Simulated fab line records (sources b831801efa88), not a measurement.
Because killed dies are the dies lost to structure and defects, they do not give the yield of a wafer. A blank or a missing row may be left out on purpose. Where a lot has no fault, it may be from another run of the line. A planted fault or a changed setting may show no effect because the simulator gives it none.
A struck lot beside a sound one | flow sky130 | 21 out of 708 route steps
Sound: these wafers, L842.1, L842.4, L842.6. Wafers struck: L849.2, L849.5, L849.6. The cause comes at the end.
At each step with rows: each side's tool, then ch and its chambers, then its first start. Under that, the readings that differ: sound wafers | struck wafers | difference of the means | sigmas: that difference in standard deviations of wafers without a fault.
alike: readings with means less than 2 such deviations apart, plus words and numbers identical on both sides. not compared: withheld readings, readings lacking a value on some wafer, bounds such as >300 that could conceal the same value, and numbers that have no deviation in the record and whose values overlap.
Wherever a step has rows on one side only, a row that says differs or no value, or a row with sigmas, the two part there. Non-overlapping numbers with no deviation appear without sigmas and do not part them. Lack of a reading on every wafer of one side parts them only where that side has two or more wafers.

SKY_SD_N_RS_MEAS_17: uses a four-point probe to measure.
  struck on film-metro-03, day 31 08:37; sound on film-metro-01, day 29 00:09
  alike: SD_P_RS
SKY_SD_N_RS_MEAS_18: uses a four-point probe to measure.
  struck on film-metro-03, day 31 08:44; sound on film-metro-01, day 29 00:16
  alike: RES_XHIGH_RS
then, 2 steps without rows for these wafers: SKY_SALICIDE_CLEAN_00 (cleans in HF-last, time 30 s); SKY_LI_CONTACT_HDPCVD_00 (deposits PSG, target thk 930 nm, time 155 s).
SKY_LI_CONTACT_THK_MEAS_01:
  struck on film-metro-03, day 31 08:59; sound on film-metro-01, day 29 00:31
  alike: LI_CONTACT_HDPCVD_THK
SKY_LI_CONTACT_CMP_02: polishes PSG.
  sound on cmp-02 ch 1,2,3, day 29 00:34; struck on cmp-02 ch 1,2,3, day 31 09:08
  reading                | sound          | struck         | difference | sigmas
  time-to-endpoint-s (s) | 33.4 30.9 30.4 | 26.0 26.7 26.2 | -5.3       | -2
  alike: motor-current-A
SKY_LI_CONTACT_BOW_MEAS_03:
  struck on film-metro-01, day 31 09:21; sound on film-metro-02, day 29 00:52
  alike: LI_CONTACT_BOW
then, 5 steps without rows for these wafers: SKY_LI_CONTACT_DEHYDRATE_04 (time 60 s); SKY_LI_CONTACT_HMDS_05 (prime time 60 s); SKY_LI_CONTACT_COAT_06 (resist thk 60 nm); SKY_LI_CONTACT_COAT_07 (resist thk 450 nm); SKY_LI_CONTACT_SOFTBAKE_08 (time 90 s).
SKY_LI_CONTACT_EXPOSE_09: exposes mask LICM1, target cd 170 nm.
  sound on krf-scanner-02 ch 0, day 29 14:40; struck on krf-scanner-02 ch 0, day 31 22:30
  reading | sound                   | struck                           | difference | sigmas
  mask    | LICM1#0 LICM1#0 LICM1#0 | LICM1_R1#0 LICM1_R1#0 LICM1_R1#0 | differs    |
then, 2 steps without rows for these wafers: SKY_LI_CONTACT_PEB_10; SKY_LI_CONTACT_DEVELOP_11 (develop time 60 s).
SKY_LI_CONTACT_CD_MEAS_12: target cd 170 nm.
  struck on cd-sem-02, day 32 13:47; sound on cd-sem-02, day 30 05:20
  reading    | sound             | struck            | difference | sigmas
  cd-nm (nm) | 171.1 170.8 170.1 | 134.4 135.9 134.8 | -35.6      | -25
SKY_LI_CONTACT_OVL_MEAS_13:
  struck on overlay-01, day 32 13:53; sound on overlay-02, day 30 05:27
  alike: LI_CONTACT_OVL
SKY_LI_CONTACT_ETCH_14: etches BARC in N2/H2, stops on SiO2, time 45.9 s, target depth 60 nm.
  sound on rie-diel-04 ch 0,2,3, day 30 05:29; struck on rie-diel-04 ch 2,3, day 32 13:55
  reading                     | sound             | struck          | difference | sigmas
  model.LI_CONTACT.cd-nm (nm) | 171.3 170.5 169.6 | 134 135.4 134.9 | -36        |
  alike: drypump-motor-current-A, oes-product-au, throttle-valve-pct
  not compared: rf-hours-counter-h
SKY_LI_CONTACT_ETCH_15: etches PSG in C4F8/O2/Ar, stops on Si, target depth 600 nm.
  sound on rie-diel-04 ch 0,2,3, day 30 05:32; struck on rie-diel-04 ch 2,3, day 32 13:58
  reading                     | sound           | struck            | difference | sigmas
  model.LI_CONTACT.cd-nm (nm) | 171.2 170.7 170 | 134.2 135.8 135.1 | -35.6      |
  alike: oes-product-au
SKY_LI_CONTACT_STRIP_16: strips in O2/N2.
  sound on plasma-asher-04 ch 0,1, day 30 05:37; struck on plasma-asher-03 ch 0,1, day 32 14:03
  alike: drypump-motor-current-A, oes-product-au, strip-time-to-endpoint-s
  not compared: rf-hours-counter-h
-- a jump in the record: the struck wafers' starts before and after are 16 days apart (it breaks off in module LI_CONTACT and resumes in module PAD_OPEN, where the first step shown is number 708 of the route) --
SKY_PAD_OPEN_PROBE_99:
  struck on prober-02, day 48 05:57; sound on prober-01, day 46 16:24
  reading            | sound    | struck      | difference | sigmas
  killed-at-contacts | 15 29 14 | 347 346 347 | +327       | +61
  killed-dies        | 79 91 74 | 393 403 406 | +319       | +34
  killed-on-rim      | 15 23 12 | 44 49 49    | +31        | +7
  alike: killed_at_M0_to_M3, killed_at_M4_up, killed-at-front-end, killed-at-other, killed-open, killed-short

== WHERE THEY PART ==
First at SKY_LI_CONTACT_CMP_02; last, within this record, at SKY_PAD_OPEN_PROBE_99.

WHY: what had been put in by the simulator
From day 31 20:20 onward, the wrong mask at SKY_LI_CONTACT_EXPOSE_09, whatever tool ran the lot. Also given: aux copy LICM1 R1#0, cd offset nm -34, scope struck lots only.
